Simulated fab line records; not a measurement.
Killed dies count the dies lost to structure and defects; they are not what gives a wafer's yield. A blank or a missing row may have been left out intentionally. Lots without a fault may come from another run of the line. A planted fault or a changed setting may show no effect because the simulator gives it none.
fab line records | flow sky130
record: lots: 11 | wafers: 33 | last_day: 50
route steps=708 shown DNWELL@43 SONOS_ONO@171 POLY_GATE@204
lots that met no fault: taken from a fault-free run of the same line
start_h: hours from the record's first day to the start of the lot's first wafer shown | wait_h: time in hours since the lot's previous step | " repeats the value in the row above | L1.1+2: a row that stands for several wafers | - no value, or no start was given | * or withheld: withheld | < > ~ a bound
route shown NAME@n: names a module that has steps shown in the file, with the first one's number in the route | usual: average and standard deviation across the fault-free wafers | same: alike in all rows | chamber/n: place in a boat | sites: per-site readings | _std_site: standard deviation of those values | _edge_site: inner sites' mean taken away from outer sites' mean | radius_mm: how far each site lies from the wafer's centre | mask NAME#n: copy n | behind: the tool/chamber that last shaped the wafer | hold: the reason the lot was held/the length of the hold in hours/how it ended | device: the transistor (n, p or np) that didn't switch | end of line: tests of these same wafers at the route's end | a step with no rows: only its recipe | killed: count of dies lost to structure and defects at first sort (not the wafer's yield) | map: dies across one wafer; x = killed, . = not, _ = none there
set.NAME: the setting the step ran with; set.NAME@STEP: the setting that earlier step ran with | model.NAME: the simulator's own value behind a step, which no gauge read
route steps across a sampled set of lots; one table per step, one row per wafer
services: when a tool's chamber went out of use (start_h, in hours from the record's first day, below 0 if earlier), for how many hours, and the reason
== steps ==
step: SKY_DNWELL_STRIP_08
recipe: chemistry: O2/N2 | power_w: 1400 | pressure_mtorr: 1500 | platen_temp_c: withheld | o2_flow_sccm: 3000 | n2_flow_sccm: 300 | overash_fraction: 0.5
usual: drypump_motor_current_A: 5.5/0.51 | oes_product_au: 0.722/0.0044 | strip_time_to_endpoint_s: 36.91/0.11
lot.wafer | tool            | chamber | start_h | wait_h | drypump_motor_current_A | oes_product_au | rf_hours_counter_h | strip_time_to_endpoint_s
L248.2    | plasma_asher-03 | 1       | 63.86   | 0.1    | 5.4                     | 0.730          | 36                 | 36.97
L248.3    | "               | 1       | "       | "      | 5.4                     | 0.724          | -                  | 37.09
L248.6    | "               | 0       | "       | "      | 5.3                     | 0.725          | -                  | 37.09
L249.1    | plasma_asher-04 | 0       | 73.21   | 0.1    | 6.2                     | 0.720          | 39                 | 36.95
L249.2    | "               | 1       | "       | "      | 4.8                     | 0.725          | 39                 | 36.91
L249.4    | "               | 1       | "       | "      | 4.8                     | 0.727          | -                  | 36.84
L252.1    | plasma_asher-03 | 1       | 78.43   | 0.1    | 5.4                     | 0.721          | 38                 | 36.94
L252.2    | "               | 0       | "       | "      | 5.3                     | 0.727          | 38                 | 36.98
L252.5    | "               | 0       | "       | "      | 5.3                     | 0.715          | -                  | 36.85
L254.1    | plasma_asher-01 | 0       | 88.70   | 0.1    | 6.2                     | 0.722          | 28                 | 36.94
L254.3    | "               | 1       | "       | "      | 5.6                     | 0.723          | -                  | 36.97
L254.4    | "               | 0       | "       | "      | 6.1                     | 0.722          | -                  | 36.99
L264.3    | plasma_asher-04 | 1       | 140.76  | 0.1    | 4.8                     | 0.726          | -                  | 37.13
L264.4    | "               | 0       | "       | "      | 6.2                     | 0.721          | -                  | 37.00
L264.6    | "               | 1       | "       | "      | 4.8                     | 0.721          | -                  | 37.06
L266.1    | plasma_asher-04 | 1       | 150.08  | 0.1    | 4.8                     | 0.719          | 48                 | 36.88
L266.2    | "               | 0       | "       | "      | 6.3                     | 0.724          | 48                 | 36.79
L266.5    | "               | 0       | "       | "      | 6.2                     | 0.725          | -                  | 36.85
L267.1    | plasma_asher-03 | 0       | 160.95  | 0.1    | 5.3                     | 0.726          | 4                  | 36.81
L267.3    | "               | 0       | "       | "      | 5.3                     | 0.719          | -                  | 36.83
L267.4    | "               | 1       | "       | "      | 5.4                     | 0.718          | -                  | 36.75
L268.1    | plasma_asher-03 | 0       | 166.73  | 0.1    | 5.3                     | 0.717          | 5                  | 36.84
L268.5    | "               | 0       | "       | "      | 5.3                     | 0.722          | -                  | 36.87
L268.6    | "               | 1       | "       | "      | 5.4                     | 0.723          | -                  | 36.80
L269.2    | plasma_asher-03 | 0       | 171.95  | 0.1    | 5.3                     | 0.723          | 5                  | 36.98
L269.4    | "               | 1       | "       | "      | 5.4                     | 0.717          | -                  | 36.95
L269.6    | "               | 1       | "       | "      | 5.4                     | 0.724          | -                  | 37.10
L270.2    | plasma_asher-03 | 0       | 174.10  | 0.1    | 5.3                     | 0.720          | 6                  | 36.98
L270.3    | "               | 1       | "       | "      | 5.4                     | 0.719          | -                  | 37.06
L270.5    | "               | 1       | "       | "      | 5.5                     | 0.724          | -                  | 37.00
L271.1    | plasma_asher-01 | 0       | 176.88  | 0.1    | 6.1                     | 0.724          | 38                 | 36.93
L271.3    | "               | 0       | "       | "      | 6.2                     | 0.723          | -                  | 36.94
L271.6    | "               | 1       | "       | "      | 5.6                     | 0.715          | -                  | 36.89
step: SKY_SONOS_ONO_THK_MEAS_03
recipe: reads: Si3N4_of_SONOS_ONO_CVD_02
usual: SONOS_ONO_CVD_02_THK: 10.41/0.16
lot.wafer | tool          | chamber | start_h | wait_h | SONOS_ONO_CVD_02_THK[nm]
L248.2    | film_metro-03 | -       | 269.86  | 0.0    | 10.67
L248.3    | "             | -       | "       | "      | 10.66
L248.6    | "             | -       | "       | "      | 10.59
L249.1    | film_metro-01 | -       | 282.28  | 0.0    | 10.35
L249.2    | "             | -       | "       | "      | 10.26
L249.4    | "             | -       | "       | "      | 10.34
L252.1    | film_metro-01 | -       | 289.86  | 0.0    | 10.64
L252.2    | "             | -       | "       | "      | 10.68
L252.5    | "             | -       | "       | "      | 10.73
L254.1    | film_metro-01 | -       | 303.40  | 0.0    | 10.72
L254.3    | "             | -       | "       | "      | 10.71
L254.4    | "             | -       | "       | "      | 10.76
L264.3    | film_metro-03 | -       | 388.21  | 0.0    | 10.34
L264.4    | "             | -       | "       | "      | 10.20
L264.6    | "             | -       | "       | "      | 10.35
L266.1    | film_metro-03 | -       | 388.25  | 0.1    | 10.18
L266.2    | "             | -       | "       | "      | 10.26
L266.5    | "             | -       | "       | "      | 10.25
L267.1    | film_metro-02 | -       | 407.14  | 0.0    | 10.49
L267.3    | "             | -       | "       | "      | 10.39
L267.4    | "             | -       | "       | "      | 10.33
L268.1    | film_metro-01 | -       | 417.08  | 0.0    | 10.39
L268.5    | "             | -       | "       | "      | 10.41
L268.6    | "             | -       | "       | "      | 10.37
L269.2    | film_metro-03 | -       | 421.57  | 0.0    | 10.53
L269.4    | "             | -       | "       | "      | 10.32
L269.6    | "             | -       | "       | "      | 10.32
L270.2    | film_metro-03 | -       | 428.02  | 0.0    | 10.21
L270.3    | "             | -       | "       | "      | 10.44
L270.5    | "             | -       | "       | "      | 10.35
L271.1    | film_metro-02 | -       | 430.94  | 0.0    | 10.36
L271.3    | "             | -       | "       | "      | 10.43
L271.6    | "             | -       | "       | "      | 10.28
step: SKY_POLY_GATE_CVD_00
recipe: material: poly-Si | target_thk_nm: 180 | temp_c: 620 | time_s: 720 | pressure_mtorr: 200
usual: pressure_mtorr: 200.0/0.42 | spike_tc_bottom_C: 641.7/1.3
lot.wafer | tool     | chamber | start_h | wait_h | pressure_mtorr | spike_tc_bottom_C
L248.2    | lpcvd-01 | 1       | 330.87  | 0.7    | 200.1          | 643.2
L248.3    | "        | 1       | "       | "      | 201.0          | 642.8
L248.6    | "        | 1       | "       | "      | 200.4          | 643.0
L249.1    | lpcvd-01 | 0       | 344.33  | 0.0    | 200.2          | 640.5
L249.2    | "        | 0       | "       | "      | 199.7          | 641.1
L249.4    | "        | 0       | "       | "      | 199.5          | 640.9
L252.1    | lpcvd-01 | 1       | 349.80  | 0.0    | 200.0          | 641.8
L252.2    | "        | 1       | "       | "      | 200.3          | 643.2
L252.5    | "        | 1       | "       | "      | 199.9          | 640.5
L254.1    | lpcvd-01 | 0       | 367.99  | 0.0    | 100.5          | 639.0
L254.3    | "        | 0       | "       | "      | 100.4          | 640.8
L254.4    | "        | 0       | "       | "      | 99.5           | 641.2
L264.3    | lpcvd-01 | 0       | 471.16  | 16.2   | 200.6          | 642.0
L264.4    | "        | 0       | "       | "      | 200.4          | 642.2
L264.6    | "        | 0       | "       | "      | 200.3          | 641.7
L266.1    | lpcvd-01 | 0       | 471.16  | 13.2   | 200.2          | 640.9
L266.2    | "        | 0       | "       | "      | 199.9          | 640.4
L266.5    | "        | 0       | "       | "      | 199.9          | 639.7
L267.1    | lpcvd-01 | 1       | 476.44  | 0.0    | 200.5          | 642.4
L267.3    | "        | 1       | "       | "      | 200.3          | 641.9
L267.4    | "        | 1       | "       | "      | 199.8          | 643.1
L268.1    | lpcvd-01 | 0       | 484.14  | 0.0    | 199.6          | 641.4
L268.5    | "        | 0       | "       | "      | 199.6          | 642.9
L268.6    | "        | 0       | "       | "      | 199.1          | 640.0
L269.2    | lpcvd-01 | 1       | 488.84  | 0.0    | 200.2          | 643.2
L269.4    | "        | 1       | "       | "      | 199.8          | 643.8
L269.6    | "        | 1       | "       | "      | 199.9          | 642.3
L270.2    | lpcvd-01 | 0       | 496.81  | 0.0    | 199.5          | 642.2
L270.3    | "        | 0       | "       | "      | 199.3          | 639.4
L270.5    | "        | 0       | "       | "      | 198.5          | 639.6
L271.1    | lpcvd-01 | 1       | 498.90  | 0.0    | 200.0          | 642.2
L271.3    | "        | 1       | "       | "      | 200.3          | 643.0
L271.6    | "        | 1       | "       | "      | 199.9          | 641.5
step: SKY_POLY_GATE_THK_MEAS_01
recipe: reads: poly-Si_of_POLY_GATE_CVD_00
usual: POLY_GATE_CVD_00_THK: 180.9/1.7
lot.wafer | tool          | chamber | start_h | wait_h | POLY_GATE_CVD_00_THK[nm]
L248.2    | film_metro-04 | -       | 333.58  | 0.0    | 180.8
L248.3    | "             | -       | "       | "      | 182.7
L248.6    | "             | -       | "       | "      | 182.7
L249.1    | film_metro-03 | -       | 345.53  | 0.0    | 178.6
L249.2    | "             | -       | "       | "      | 179.6
L249.4    | "             | -       | "       | "      | 180.0
L252.1    | film_metro-01 | -       | 351.00  | 0.0    | 180.5
L252.2    | "             | -       | "       | "      | 180.6
L252.5    | "             | -       | "       | "      | 179.0
L254.1    | film_metro-04 | -       | 369.19  | 0.0    | 126.8
L254.3    | "             | -       | "       | "      | 129.1
L254.4    | "             | -       | "       | "      | 127.8
L266.1    | film_metro-04 | -       | 472.96  | 0.0    | 178.2
L266.2    | "             | -       | "       | "      | 179.1
L266.5    | "             | -       | "       | "      | 179.4
L264.3    | film_metro-01 | -       | 472.98  | 0.0    | 184.4
L264.4    | "             | -       | "       | "      | 184.8
L264.6    | "             | -       | "       | "      | 184.5
L267.1    | film_metro-04 | -       | 478.24  | 0.0    | 178.5
L267.3    | "             | -       | "       | "      | 179.3
L267.4    | "             | -       | "       | "      | 180.1
L268.1    | film_metro-04 | -       | 485.34  | 0.0    | 180.9
L268.5    | "             | -       | "       | "      | 182.3
L268.6    | "             | -       | "       | "      | 181.9
L269.2    | film_metro-01 | -       | 490.05  | 0.0    | 182.8
L269.4    | "             | -       | "       | "      | 181.8
L269.6    | "             | -       | "       | "      | 180.8
L270.2    | film_metro-01 | -       | 498.02  | 0.0    | 180.1
L270.3    | "             | -       | "       | "      | 179.6
L270.5    | "             | -       | "       | "      | 179.6
L271.1    | film_metro-03 | -       | 500.10  | 0.0    | 176.8
L271.3    | "             | -       | "       | "      | 177.9
L271.6    | "             | -       | "       | "      | 177.9
step: SKY_POLY_GATE_ETCH_17
recipe: target_depth_nm: 180 | stop_on: SiO2 | over_etch_frac: 0.56667 | chemistry: HBr/Cl2 | target: poly-Si | icp_w: 400 | bias_w: 100 | pressure_mtorr: 10 | HBr_flow_sccm: 150 | Cl2_flow_sccm: 50 | time_s: 70.5
usual: drypump_motor_current_A: 5.9/0.43 | oes_product_au: 0.986/0.0084 | throttle_valve_pct: 33.685/0.0087
same: over_etch_frac: 0.56667
lot.wafer | tool      | chamber | start_h | wait_h | drypump_motor_current_A | oes_product_au | rf_hours_counter_h | throttle_valve_pct
L248.2    | rie_si-02 | 0       | 389.96  | 0.0    | 6.5                     | 0.991          | 17                 | 33.675
L248.3    | "         | 3       | "       | "      | 6.3                     | 0.983          | 44                 | 33.695
L248.6    | "         | 3       | "       | "      | 6.3                     | 0.977          | -                  | 33.666
L249.1    | rie_si-02 | 3       | 407.09  | 0.0    | 6.3                     | 0.984          | 44                 | 33.686
L249.2    | "         | 1       | "       | "      | 5.2                     | 0.989          | 3                  | 33.677
L249.4    | "         | 2       | "       | "      | 6.1                     | 0.979          | 1                  | 33.680
L252.1    | rie_si-02 | 1       | 416.24  | 0.0    | 5.2                     | 0.977          | 3                  | 33.686
L252.2    | "         | 0       | "       | "      | 6.5                     | 0.996          | 17                 | 33.674
L252.5    | "         | 3       | "       | "      | 6.3                     | 0.978          | -                  | 33.692
L254.1    | rie_si-02 | 0       | 430.54  | 0.0    | 6.5                     | 0.782          | 17                 | 33.686
L254.3    | "         | 1       | "       | "      | 5.2                     | 0.789          | 3                  | 33.687
L254.4    | "         | 3       | "       | "      | 6.3                     | 0.784          | 45                 | 33.679
L266.1    | rie_si-02 | 2       | 536.19  | 0.0    | 6.0                     | 0.979          | 1                  | 33.673
L266.2    | "         | 0       | "       | "      | 6.5                     | 0.990          | 18                 | 33.683
L266.5    | "         | 1       | "       | "      | 5.3                     | 0.979          | -                  | 33.676
L264.3    | rie_si-02 | 1       | 537.36  | 0.0    | 5.2                     | 0.982          | 4                  | 33.688
L264.4    | "         | 0       | "       | "      | 6.5                     | 0.990          | 18                 | 33.681
L264.6    | "         | 1       | "       | "      | 5.3                     | 0.987          | -                  | 33.689
L267.1    | rie_si-01 | 1       | 542.39  | 0.0    | 5.7                     | 0.975          | 7                  | 33.687
L267.3    | "         | 0       | "       | "      | 6.4                     | 0.990          | 41                 | 33.672
L267.4    | "         | 2       | "       | "      | 5.5                     | 0.988          | 5                  | 33.701
L268.1    | rie_si-02 | 2       | 548.36  | 0.0    | 6.1                     | 0.973          | 2                  | 33.676
L268.5    | "         | 2       | "       | "      | 6.1                     | 0.979          | -                  | 33.686
L268.6    | "         | 1       | "       | "      | 5.2                     | 0.992          | -                  | 33.696
L269.2    | rie_si-01 | 2       | 551.59  | 0.0    | 5.6                     | 0.982          | 5                  | 33.687
L269.4    | "         | 1       | "       | "      | 5.6                     | 0.971          | 7                  | 33.688
L269.6    | "         | 2       | "       | "      | 5.5                     | 0.978          | -                  | 33.690
L270.2    | rie_si-02 | 2       | 560.34  | 0.0    | 6.0                     | 0.984          | 2                  | 33.680
L270.3    | "         | 0       | "       | "      | 6.5                     | 0.992          | 18                 | 33.689
L270.5    | "         | 1       | "       | "      | 5.2                     | 0.987          | -                  | 33.697
L271.1    | rie_si-01 | 1       | 561.99  | 0.0    | 5.6                     | 0.971          | 7                  | 33.687
L271.3    | "         | 3       | "       | "      | 5.8                     | 0.987          | 0                  | 33.673
L271.6    | "         | 1       | "       | "      | 5.6                     | 0.965          | -                  | 33.702
step: SKY_POLY_GATE_STRIP_18
recipe: chemistry: O2/N2 | power_w: 1400 | pressure_mtorr: 1500 | platen_temp_c: withheld | o2_flow_sccm: 3000 | n2_flow_sccm: 300 | overash_fraction: 0.5
usual: drypump_motor_current_A: 5.8/0.46 | oes_product_au: 0.361/0.0046 | strip_time_to_endpoint_s: 3.16/0.045
lot.wafer | tool            | chamber | start_h | wait_h | drypump_motor_current_A | oes_product_au | rf_hours_counter_h | strip_time_to_endpoint_s
L248.2    | plasma_asher-02 | 0       | 390.02  | 0.0    | 5.8                     | 0.364          | 67                 | 3.11
L248.3    | "               | 0       | "       | "      | 5.8                     | 0.365          | -                  | 3.25
L248.6    | "               | 1       | "       | "      | 6.1                     | 0.362          | -                  | 3.19
L249.1    | plasma_asher-04 | 1       | 407.15  | 0.0    | 4.8                     | 0.359          | 74                 | 3.14
L249.2    | "               | 0       | "       | "      | 6.2                     | 0.358          | 74                 | 3.10
L249.4    | "               | 0       | "       | "      | 6.2                     | 0.359          | -                  | 3.12
L252.1    | plasma_asher-02 | 0       | 416.29  | 0.0    | 5.7                     | 0.363          | 71                 | 3.10
L252.2    | "               | 1       | "       | "      | 6.1                     | 0.362          | 71                 | 3.14
L252.5    | "               | 1       | "       | "      | 6.1                     | 0.363          | -                  | 3.15
L254.1    | plasma_asher-01 | 0       | 430.60  | 0.0    | 6.2                     | 0.354          | 64                 | 3.17
L254.3    | "               | 0       | "       | "      | 6.1                     | 0.366          | -                  | 3.19
L254.4    | "               | 1       | "       | "      | 5.6                     | 0.358          | -                  | 3.24
L266.1    | plasma_asher-02 | 1       | 536.25  | 0.0    | 6.1                     | 0.363          | 82                 | 3.12
L266.2    | "               | 0       | "       | "      | 5.7                     | 0.365          | 82                 | 3.18
L266.5    | "               | 1       | "       | "      | 6.1                     | 0.356          | -                  | 3.10
L264.3    | plasma_asher-04 | 0       | 537.45  | 0.1    | 6.2                     | 0.361          | -                  | 3.16
L264.4    | "               | 1       | "       | "      | 4.8                     | 0.361          | -                  | 3.07
L264.6    | "               | 1       | "       | "      | 4.9                     | 0.358          | -                  | 3.23
L267.1    | plasma_asher-02 | 1       | 542.45  | 0.0    | 6.1                     | 0.369          | 83                 | 3.18
L267.3    | "               | 0       | "       | "      | 5.7                     | 0.359          | -                  | 3.14
L267.4    | "               | 1       | "       | "      | 6.1                     | 0.369          | -                  | 3.24
L268.1    | plasma_asher-01 | 1       | 548.42  | 0.0    | 5.6                     | 0.362          | 76                 | 3.20
L268.5    | "               | 1       | "       | "      | 5.6                     | 0.363          | -                  | 3.25
L268.6    | "               | 0       | "       | "      | 6.1                     | 0.353          | -                  | 3.12
L269.2    | plasma_asher-02 | 0       | 551.64  | 0.0    | 5.7                     | 0.365          | 84                 | 3.19
L269.4    | "               | 1       | "       | "      | 6.1                     | 0.354          | -                  | 3.13
L269.6    | "               | 0       | "       | "      | 5.8                     | 0.362          | -                  | 3.19
L270.2    | plasma_asher-01 | 1       | 560.39  | 0.0    | 5.6                     | 0.362          | 77                 | 3.18
L270.3    | "               | 1       | "       | "      | 5.6                     | 0.359          | -                  | 3.14
L270.5    | "               | 0       | "       | "      | 6.2                     | 0.367          | -                  | 3.17
L271.1    | plasma_asher-04 | 1       | 562.04  | 0.0    | 4.8                     | 0.365          | 13                 | 3.24
L271.3    | "               | 1       | "       | "      | 4.8                     | 0.356          | -                  | 3.14
L271.6    | "               | 1       | "       | "      | 4.8                     | 0.363          | -                  | 3.13
== services ==
tool            | chamber | start_h | hours | kind
plasma_asher-02 | -       | 46.50   | 2.8   | pm
rie_si-02       | 3       | 51.89   | 2.2   | repair
plasma_asher-03 | -       | 64.32   | 2.8   | pm
rie_si-02       | 0       | 85.32   | 5.1   | repair
plasma_asher-02 | -       | 107.95  | 14.6  | pm
plasma_asher-03 | -       | 108.80  | 9.0   | pm
rie_si-02       | 1       | 116.90  | 4.5   | repair
lpcvd-01        | -       | 170.01  | 0.6   | repair
lpcvd-01        | -       | 181.20  | 14.6  | pm
rie_si-02       | 0       | 184.21  | 1.1   | repair
plasma_asher-04 | -       | 215.17  | 0.7   | repair
plasma_asher-03 | -       | 217.35  | 1.6   | repair
rie_si-02       | 1       | 268.18  | 27.0  | repair
rie_si-02       | -       | 268.43  | 2.8   | pm
plasma_asher-04 | -       | 325.20  | 2.8   | pm
plasma_asher-04 | -       | 336.26  | 1.9   | repair
rie_si-02       | -       | 350.07  | 0.3   | repair
plasma_asher-04 | -       | 363.80  | 0.4   | repair
plasma_asher-03 | -       | 384.89  | 34.7  | repair
plasma_asher-04 | -       | 421.25  | 9.0   | pm
lpcvd-01        | -       | 443.06  | 28.1  | pm
rie_si-02       | 3       | 486.68  | 20.9  | repair
plasma_asher-03 | -       | 503.19  | 2.9   | repair
plasma_asher-04 | -       | 523.43  | 1.3   | repair
== key ==
first_sign: step: SKY_POLY_GATE_CVD_00 | reading: pressure_mtorr | direction: down | sigmas: 99+ | usual: 200.0 | struck: 100.1
effect: step: SKY_POLY_GATE_THK_MEAS_01 | reading: POLY_GATE_CVD_00_THK | direction: down | sigmas: 31 | usual: 180.9 | struck: 127.9
effect: step: SKY_POLY_GATE_ETCH_17 | reading: oes_product_au | direction: down | sigmas: 24 | usual: 0.986 | struck: 0.785
met_at SKY_POLY_GATE_CVD_00
struck_lots L254
struck_wafers L254.1,L254.3,L254.4
tester_left_out L254
not_acting_at SKY_DNWELL_STRIP_08,SKY_SONOS_ONO_THK_MEAS_03,SKY_POLY_GATE_STRIP_18
onset_between 344.33 367.99
fault: kind: process_parameter_drift | tool: lpcvd-01 | chamber: 0 | onset_h: 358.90 | steps: SKY_POLY_GATE_CVD_00 | channel: pressure_mtorr | offset: -100 | shape: step | end_h: 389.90 | stated: 200
tester_left_out: of these lots the tester's yield and bins aren't shown, on N5 and GAA mostly nor the transistor test; their killed dies are dies lost to structure and defects alone, not to doping, threshold or leakage, so they don't give the yield
